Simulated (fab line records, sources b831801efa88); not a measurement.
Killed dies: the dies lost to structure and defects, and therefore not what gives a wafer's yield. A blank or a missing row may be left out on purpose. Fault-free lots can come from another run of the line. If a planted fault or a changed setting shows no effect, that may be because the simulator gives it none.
Lot-split experiment	flow gf180mcu	route with 602 steps; 5 lots, 23 wafers read

== THE SPLIT ==
At GF_STI_CVD_03 (deposits Si3N4 from DCS/NH3, target thk 207.16 nm, time 3551 s), the setting temp c was moved away from the recipe's 770 C on 15 of the 23 wafers read, by -1.2% to +2.9%. The other wafers ran this setting at the recipe's value.

== FROM THE SPLIT TO THE READING: what the file shows between them, 2 steps ==
- GF_STI_THK_MEAS_04
- GF_STI_DEVELOP_11: develop time 60 s (also split here: develop time s)

== THE READING ==
oes product au, in a.u., at GF_STI_ETCH_13 (etches the open film in CHF3/O2, stops on Si, target depth 282.31 nm, time 112.9 s). Fault-free wafers of this fab line usually give 0.835 a.u., standard deviation 0.0068 a.u.

wafer	tool, chamber at the split	temp c as run, C	against the recipe	oes product au, a.u.	against lot-mates on the recipe
L079.1	-, -	770	recipe	0.846	-
L079.3	-, -	770	recipe	0.847	-
L079.4	-, -	770	recipe	0.839	-
L079.5	-, -	770	recipe	0.850	-
L079.6	-, -	770	recipe	0.836	-
L081.1	-, -	780.5	+1.4%	0.932	no lot-mate on the recipe
L081.2	-, -	780.5	+1.4%	0.944	no lot-mate on the recipe
L081.3	-, -	780.5	+1.4%	0.938	no lot-mate on the recipe
L081.5	-, -	780.5	+1.4%	0.937	no lot-mate on the recipe
L081.6	-, -	780.5	+1.4%	0.933	no lot-mate on the recipe
L080.1	-, -	760.7	-1.2%	0.778	no lot-mate on the recipe
L080.2	-, -	760.7	-1.2%	0.763	no lot-mate on the recipe
L080.3	-, -	760.7	-1.2%	0.757	no lot-mate on the recipe
L080.4	-, -	760.7	-1.2%	0.767	no lot-mate on the recipe
L080.5	-, -	760.7	-1.2%	0.757	no lot-mate on the recipe
L082.1	-, -	792.5	+2.9%	1.007	no lot-mate on the recipe
L082.2	-, -	792.5	+2.9%	1.001	no lot-mate on the recipe
L082.3	-, -	792.5	+2.9%	1.003	no lot-mate on the recipe
L082.4	-, -	792.5	+2.9%	1.002	no lot-mate on the recipe
L082.5	-, -	792.5	+2.9%	0.999	no lot-mate on the recipe
L085.3	lpcvd-02, 0	770	recipe	0.829	-
L085.4	lpcvd-02, 0	770	recipe	0.834	-
L085.6	lpcvd-02, 0	770	recipe	0.838	-

THE FIT
A straight line over all 23 wafers: oes product au changes by +0.0587 a.u. for each +1% of temp c; r = +0.99; the points scatter about the line by 0.011 a.u.
Too few moved wafers with a lot-mate on the recipe to fit a line net of each lot's own level.

== THE WHOLE CHAIN: every reading that the file lists as answering this split, in the file's order ==
step	what it does	reading	change (the file's fit)	r (the file's)
GF_STI_CVD_03	deposits Si3N4 from DCS/NH3, target thk 207.16 nm, time 3551 s	Si3N4_of_STI_CVD_03.thk nm (the simulator's own value, which no gauge read)	+34.5 nm for each +1% of the setting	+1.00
GF_STI_THK_MEAS_04		STI_CVD_03_THK	+34.5 for each +1% of the setting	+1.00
GF_STI_ETCH_13	etches the open film in CHF3/O2, stops on Si, target depth 282.31 nm, time 112.9 s	oes product au	+0.0587 a.u. for each +1% of the setting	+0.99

== FILE'S OWN FIT ==
oes product au changes by +0.0587 a.u. for each +1% of temp c, r = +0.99.
